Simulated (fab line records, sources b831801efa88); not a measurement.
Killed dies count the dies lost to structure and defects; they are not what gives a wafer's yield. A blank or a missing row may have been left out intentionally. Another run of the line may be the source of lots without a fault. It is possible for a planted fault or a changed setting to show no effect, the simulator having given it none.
Which tool is to blame?    flow gf180mcu    45 wafers from 15 lots sampled at 3 of the route's 602 steps

## WHAT THE GAUGES READ, wafer by wafer
GF_CONTACT_THK_MEAS_26: measures by xrf. Usual: CONTACT_W_THK 302 nm, standard deviation 6.4.
lot   measured      on            CONTACT_W_THK (nm)  flag
L238  day 16 06:42  filmMetro-02  308 303 308         
L240  day 16 20:47  filmMetro-02  307 300 309         
L241  day 17 06:31  filmMetro-03  296 293 299         
L242  day 17 14:12  filmMetro-02  292 294 292         
L243  day 18 00:36  filmMetro-03  299 295 302         
L244  day 18 14:28  filmMetro-03  310 299 312         
L247  day 19 06:38  filmMetro-02  295 304 304         
L246  day 19 10:40  filmMetro-03  301 306 298         
L253  day 21 21:37  filmMetro-03  301 297 297         
L254  day 21 22:34  filmMetro-02  295 307 296         
L255  day 22 08:04  filmMetro-02  294 297 295         
L257  day 23 02:42  filmMetro-03  313 304 316         
L258  day 23 09:29  filmMetro-03  305 302 304         
L260  day 24 02:52  filmMetro-02  308 308 312         
L261  day 24 04:58  filmMetro-03  299 302 299         

GF_M1_OVL_MEAS_15. Usual: M1_OVL 0 nm, standard deviation 4.8.
lot   measured      on          M1_OVL (nm)  flag
L238  day 17 05:41  overlay-01  -4 -4 -2     
L240  day 17 20:32  overlay-01  0 -6 0       
L241  day 18 06:23  overlay-02  -2 1 5       
L242  day 18 14:05  overlay-02  -8 -5 -5     
L243  day 19 00:46  overlay-02  -4 7 5       
L244  day 19 15:32  overlay-01  -2 4 1       
L247  day 20 07:38  overlay-01  -1 0 -7      
L246  day 20 11:34  overlay-01  -1 0 1       
L253  day 22 21:41  overlay-02  -1 -5 2      
L254  day 22 22:17  overlay-02  -3 12 3      
L255  day 23 06:58  overlay-02  6 7 7        
L257  day 24 04:01  overlay-01  -2 3 -2      
L258  day 24 08:59  overlay-01  -2 2 3       
L260  day 25 01:50  overlay-02  -6 -12 1     
L261  day 25 03:40  overlay-02  9 2 10       

GF_V1_THK_MEAS_03. Usual: V1_CVD_02_THK 845 nm, standard deviation 10.
lot   measured      on            V1_CVD_02_THK (nm)  flag
L238  day 17 06:40  filmMetro-02  833 831 849         
L240  day 17 21:26  filmMetro-01  846 861 864         
L241  day 18 07:22  filmMetro-02  830 841 848         
L242  day 18 15:04  filmMetro-02  859 836 856         
L243  day 19 01:50  filmMetro-04  844 836 859         
L244  day 19 16:26  filmMetro-04  841 852 846         
L247  day 20 08:37  filmMetro-02  837 854 854         
L246  day 20 12:29  filmMetro-04  839 844 850         
L253  day 22 22:35  filmMetro-04  844 862 861         
L254  day 22 23:15  filmMetro-02  831 856 840         
L255  day 23 08:02  filmMetro-02  840 843 842         
L257  day 24 04:57  filmMetro-01  830 829 853         
L258  day 24 09:53  filmMetro-02  840 860 861         
L260  day 25 02:49  filmMetro-01  841 834 865         
L261  day 25 04:37  filmMetro-02  841 839 860         

## WHICH TOOL RAN EACH LOT (tool, then ch and the chambers of the sampled wafers, then the start)
No process step before these readings appears in the record.

## WHAT THE TOOLS THEMSELVES READ (means of the sampled wafers that have a number; where no wafer has one, the mark that the record gives instead)
The record holds no such reading with a usual standard deviation.

## THE ANSWER, worked out from the rows above alone
Rule: lot off if the mean of its wafers having a number is beyond 3 standard deviations from the usual mean. A lot without any number at a reading at which 4 lots or more have one is off too. Any other lot the step has rows for is counted as sound. First the gauges in route order, then the tools' own readings, where a lot's mean is used as printed above. The first step at which some lot is off is used, and at that step the reading that is off furthest; a lot without a number counts as furthest.
Nothing can be told from this: no lot is off at any reading shown.

## WHAT THE SIMULATOR HAD INSERTED
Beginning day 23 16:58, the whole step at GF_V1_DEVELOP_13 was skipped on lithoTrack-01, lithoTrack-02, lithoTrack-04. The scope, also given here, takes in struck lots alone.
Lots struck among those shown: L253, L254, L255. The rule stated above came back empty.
